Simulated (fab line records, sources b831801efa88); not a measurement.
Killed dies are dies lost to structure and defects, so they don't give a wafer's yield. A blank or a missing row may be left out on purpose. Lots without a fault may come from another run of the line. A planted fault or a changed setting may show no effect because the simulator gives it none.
One fault seen from 2 desks | flow sky130 | each desk has only its own numbers; what lay behind them comes last

THE METROLOGY DESK
What the gauges read, lot by lot, whatever tool the lot ran on: means of the sampled wafers that have a number. A lot is out of limits, marked OUT, if its mean lies more than 4 standard deviations from the usual mean; the brackets give that distance.
Columns: A = CAP2M_CVD_00_THK at SKY_CAP2M_THK_MEAS_01, usual 15.53 nm
lot  | first seen here | A
L566 | day 39 18:58    | 15.50
L568 | day 40 07:21    | 15.69
L569 | day 40 18:16    | 15.67
L571 | day 41 11:55    | 15.55
L576 | day 42 19:58    | 15.62
L578 | day 43 09:02    | 15.46
L582 | day 44 13:07    | 15.50
L584 | day 45 00:46    | 15.69
L586 | day 45 12:22    | 15.49
L587 | day 46 00:35    | 15.27
L589 | day 46 12:56    | 15.31
L588 | day 46 13:37    | 15.28
This desk's finding: nothing out of limits on any of the 12 lots.

THE TOOL OWNER'S DESK: litho_track-02
The tool's own readings at SKY_LOCAL_INTERCONNECT_COAT_05 (resist thk 60 nm): means of the sampled wafers that have a number, for each lot that ran on this tool. A lot is out of limits, marked OUT, if its mean lies more than 4 standard deviations from the usual mean; the brackets give that distance.
Columns: A = spin_speed_rpm at SKY_LOCAL_INTERCONNECT_COAT_05, usual 2999.8 rpm
lot  | first seen here | A
L568 | day 30 07:17    | 3000.8
L571 | day 31 17:49    | 2999.4
L576 | day 33 06:46    | 2999.7
L578 | day 33 20:55    | 2997.7
L587 | day 36 23:25    | 2998.7
L589 | day 37 16:46    | 3001.2
L588 | day 37 17:31    | 3002.5
This desk's finding: nothing out of limits on any of the 7 lots.

PUT TOGETHER
The metrology desk saw nothing out of limits.
The tool owner's desk saw nothing out of limits.

WHAT THE SIMULATOR HAD PUT IN
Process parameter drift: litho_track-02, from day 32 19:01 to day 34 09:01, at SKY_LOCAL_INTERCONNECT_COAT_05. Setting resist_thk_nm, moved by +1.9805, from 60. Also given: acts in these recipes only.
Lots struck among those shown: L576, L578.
